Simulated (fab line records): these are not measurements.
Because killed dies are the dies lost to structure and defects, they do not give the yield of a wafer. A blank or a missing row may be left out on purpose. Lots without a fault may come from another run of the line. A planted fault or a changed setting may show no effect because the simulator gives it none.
Chamber matching ; flow gf180mcu ; GF_V5_CVD_02 on pecvd-03: 3 sister chambers
The step deposits SiO2 from TEOS, target thk 1450 nm, time 163.28 s. 16 wafers are shown with their chamber, then 8 later ones without.

## EACH WAFER AND ITS CHAMBER
wafer;chamber;rf_fwd_power_W (W);heater_power_w (W)
L075.4;0;597.7;727
L075.5;1;595.7;601
L075.6;2;597.4;646
L077.1;0;600.0;760
L077.3;1;596.6;759
L077.5;1;594.6;624
L079.2;2;597.3;742
L079.4;2;595.9;785
L079.6;0;600.1;907
L085.3;2;594.7;801
L085.5;1;597.9;778
L085.6;0;597.6;710
L088.2;0;597.7;856
L088.3;1;597.2;722
L088.5;1;597.6;630
L090.2;1;595.5;798

SIGNATURES (means of the wafers above)
reading;chamber 0;chamber 1;chamber 2;scatter within a chamber
rf_fwd_power_W;598.620;596.443;596.325;1.26
heater_power_w;792.00;701.71;743.50;80.4
Rule: for a wafer and a chamber, the distance is found by dividing, reading by reading, the gap between the wafer's reading and the chamber's mean by the reading's scatter, squaring, summing and taking the root. The wafer belongs to the nearest chamber; if the next one is less than 2 further off, it can't be placed. The scatter: take each reading less its chamber's mean, square it, sum over the shown wafers, divide by the number of wafers less the number of chambers, and take the root.

## WAFERS WITH NO CHAMBER GIVEN
wafer;rf_fwd_power_W (W);heater_power_w (W)
L090.4;598.7;701
L090.5;596.5;628
L091.3;599.2;731
L091.4;598.6;790
L091.6;598.0;788
L097.1;596.3;903
L097.5;596.9;632
L097.6;597.9;725

## EACH ONE'S CHAMBER
wafer;from the rows above;in truth
L090.4;can't be placed: 0 or 1 or 2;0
L090.5;can't be placed: 1 or 2 or 0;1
L091.3;can't be placed: 0 or 1 or 2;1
L091.4;can't be placed: 0 or 2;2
L091.6;can't be placed: 0 or 2 or 1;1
L097.1;can't be placed: 2 or 0 or 1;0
L097.5;can't be placed: 1 or 2 or 0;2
L097.6;can't be placed: 0 or 1 or 2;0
Correctly placed: 0 of 8. Can't be placed from these rows: 8 (the true chamber is among the candidates in 8). 0 placed wrongly.
